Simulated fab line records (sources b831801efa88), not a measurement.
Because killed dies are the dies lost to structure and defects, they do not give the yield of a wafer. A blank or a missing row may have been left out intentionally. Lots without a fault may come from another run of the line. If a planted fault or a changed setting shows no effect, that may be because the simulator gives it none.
Matching of chambers -- flow sky130 -- cmp-02 running SKY_VIA2_CMP_24: 4 sister chambers
The step polishes, stops on SiO2, t overpolish 20 s, target thk 0 nm. 20 wafers are shown with their chamber, then 10 later ones without.

## WAFERS PAIRED WITH THEIR CHAMBERS
wafer,chamber,motor current A (A),time to endpoint s (s),overpolish run s (s)
L076.1,2,11.2,105,19.999
L076.2,1,10.4,101,19.999
L076.5,2,11.2,101,20.007
L081.3,0,11.8,104,20.000
L081.5,0,12.6,101,19.993
L081.6,3,11.9,105,19.998
L083.1,2,11.2,101,20.000
L083.3,3,11.7,101,19.988
L083.5,1,10.6,102,20.014
L084.1,3,12.2,102,19.995
L084.3,0,12.6,100,19.983
L084.5,1,10.4,99,19.994
L086.1,1,10.5,95,20.000
L086.3,2,10.8,98,20.001
L086.6,2,10.8,95,19.988
L085.1,1,10.2,100,19.984
L085.2,3,12.3,98,20.001
L085.4,2,10.9,98,19.992
L090.2,3,11.7,99,19.997
L090.3,2,11.5,100,19.983

SIGNATURES, as means of the wafers listed above
reading,chamber 0,chamber 1,chamber 2,chamber 3,scatter within a chamber
motor current A,12.333,10.420,11.086,11.960,0.278
time to endpoint s,101.67,99.40,99.71,101.00,2.82
overpolish run s,19.99200,19.99820,19.99571,19.99580,0.00842
Rule: a wafer's distance from a chamber is the root of the sum, over the readings, of the square of ((its reading less the chamber's mean) divided by the reading's scatter). The wafer belongs to the nearest chamber; if the next one is less than 2 further off, it can't be placed. The scatter is the square root of a quotient: the sum, over the shown wafers, of each reading's squared deviation from its chamber's mean, divided by wafers minus chambers.

## WAFERS WITH NO CHAMBER GIVEN
wafer,motor current A (A),time to endpoint s (s),overpolish run s (s)
L090.4,12.1,100,20.011
L091.2,12.2,104,19.999
L091.3,11.8,105,20.010
L091.5,10.4,107,20.001
L092.2,12.1,109,20.005
L092.4,12.0,99,20.025
L092.5,11.8,105,19.999
L096.1,10.2,105,19.998
L096.2,10.6,107,19.994
L096.6,10.1,104,20.017

## WHICH CHAMBER EACH ONE RAN IN
wafer,from the rows above,in truth
L090.4,can't be placed: 3 or 0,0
L091.2,can't be placed: 0 or 3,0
L091.3,can't be placed: 3 or 0 or 2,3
L091.5,can't be placed: 1 or 2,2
L092.2,can't be placed: 3 or 0 or 2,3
L092.4,can't be placed: 3 or 0 or 2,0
L092.5,can't be placed: 3 or 0 or 2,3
L096.1,can't be placed: 1 or 2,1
L096.2,can't be placed: 1 or 2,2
L096.6,can't be placed: 1 or 2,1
0 of 10 placed correctly. Unplaceable from these rows: 10, with the true chamber sitting among the candidates in 10. 0 placed wrongly.
